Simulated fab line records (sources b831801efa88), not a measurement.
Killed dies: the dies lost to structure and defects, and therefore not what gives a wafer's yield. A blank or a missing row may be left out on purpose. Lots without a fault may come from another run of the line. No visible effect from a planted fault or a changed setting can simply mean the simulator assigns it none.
A struck lot beside a sound one + flow sky130 + 21 steps out of a route of 708
Sound: the wafers L726.1, L726.2, L726.6. Struck: wafers L734.2, L734.3 (left out: L734.4, a lot-mate that was not struck); the cause follows at the end.
Per side, at each step with rows, come the tool, then ch with its chambers, and then its first start. Under that, the readings that differ: sound wafers + struck wafers + difference of the means + sigmas: that difference in standard deviations of wafers without a fault.
alike: same words and numbers on both sides, and readings whose means sit less than 2 such deviations apart. not compared: any withheld reading, any reading some wafer has no value for, any bound like >300 that may hide the same value, and any number with overlapping values for which the record gives no deviation.
Wherever a step has rows on one side only, a row that says differs or no value, or a row with sigmas, the two part there. Numbers that don't overlap but have no deviation are shown without sigmas and don't part them. A reading that every wafer of one side lacks parts them only if that side has two wafers or more.

first, 4 steps without rows for these wafers: SKY_METAL2_STRIP_21 (strips in post etch residue remover, time 1200 s); SKY_METAL2_CLEAN_22 (cleans in IPA, time 180 s); SKY_METAL2_CLEAN_23 (cleans in O3/DIW); SKY_VIA2_HDPCVD_00 (deposits SiO2, target thk 1180 nm, time 196.7 s).
SKY_VIA2_THK_MEAS_01:
  sound on film metro-04 at day 35 20:35; struck on film metro-01 at day 38 14:35
  alike: VIA2_HDPCVD_THK
SKY_VIA2_CMP_02: polishes SiO2.
  sound on cmp-01 ch 0,2, day 35 20:42; struck on cmp-01 ch 1,2, day 38 14:46
  alike: motor current A, slurry flow ml min
SKY_VIA2_BOW_MEAS_03:
  sound on film metro-01 at day 35 20:57; struck on film metro-01 at day 38 15:02
  alike: VIA2_BOW
then, 5 steps without rows for these wafers: SKY_VIA2_DEHYDRATE_04 (time 60 s); SKY_VIA2_HMDS_05 (prime time 60 s); SKY_VIA2_COAT_06 (resist thk 60 nm); SKY_VIA2_COAT_07 (resist thk 450 nm); SKY_VIA2_SOFTBAKE_08 (time 90 s).
SKY_VIA2_EXPOSE_09: exposes mask VIM2, target cd 200 nm.
  sound on krf scanner-02 ch 0, day 36 09:57; struck on krf scanner-01 ch 0, day 39 02:46
  alike: mask
then, 2 steps without rows for these wafers: SKY_VIA2_PEB_10; SKY_VIA2_DEVELOP_11 (develop time 60 s).
SKY_VIA2_CD_MEAS_12: target cd 200 nm.
  sound on cd sem-02 at day 36 22:55; struck on cd sem-02 at day 39 15:14
| reading    | sound             | struck      | difference | sigmas |
|------------|-------------------|-------------|------------|--------|
| cd nm (nm) | 196.9 197.4 198.4 | 158.6 158.8 | -38.9      | -32    |
SKY_VIA2_OVL_MEAS_13:
  sound on overlay-01 at day 36 23:02; struck on overlay-01 at day 39 15:20
  alike: VIA2_OVL
SKY_VIA2_ETCH_14: etches BARC in N2/H2, stops on SiO2, time 45.9 s, target depth 60 nm.
  sound on rie diel-01 ch 0,1, day 36 23:04; struck on rie diel-01 ch 0,3, day 39 15:22
| reading               | sound             | struck      | difference | sigmas |
|-----------------------|-------------------|-------------|------------|--------|
| model.VIA2.cd nm (nm) | 197.1 196.9 198.3 | 158.9 157.5 | -39.2      |        |
  alike: drypump motor current A, oes product au, throttle valve pct
  not compared: rf hours counter h
SKY_VIA2_ETCH_15: etches SiO2 in C4F8/O2/Ar, stops on TiN, target depth 546 nm, time 84 s.
  sound on rie diel-01 ch 0,1, day 36 23:07; struck on rie diel-01 ch 0,3, day 39 15:25
| reading               | sound             | struck      | difference | sigmas |
|-----------------------|-------------------|-------------|------------|--------|
| model.VIA2.cd nm (nm) | 195.6 196.8 194.2 | 155.7 156.7 | -39.3      |        |
  alike: oes product au
  not compared: rf hours counter h
SKY_VIA2_STRIP_16: strips in O2/N2.
  sound on plasma asher-02 ch 0,1, day 36 23:10; struck on plasma asher-02 ch 0,1, day 39 15:28
  alike: drypump motor current A, oes product au, strip time to endpoint s
  not compared: rf hours counter h
-- the record jumps here: 9 days lie between the struck wafers' starts before and after (it left off in module VIA2 and takes up again in module PAD_OPEN, whose first step shown is number 708 of the route) --
SKY_PAD_OPEN_PROBE_99:
  only the struck wafers here have rows in the record (prober-02, day 48 13:05); the sound ones have none

WHERE THEY PART
At SKY_VIA2_CD_MEAS_12 first; at SKY_PAD_OPEN_PROBE_99 last (within this record only).

WHY: what had been put in by the simulator
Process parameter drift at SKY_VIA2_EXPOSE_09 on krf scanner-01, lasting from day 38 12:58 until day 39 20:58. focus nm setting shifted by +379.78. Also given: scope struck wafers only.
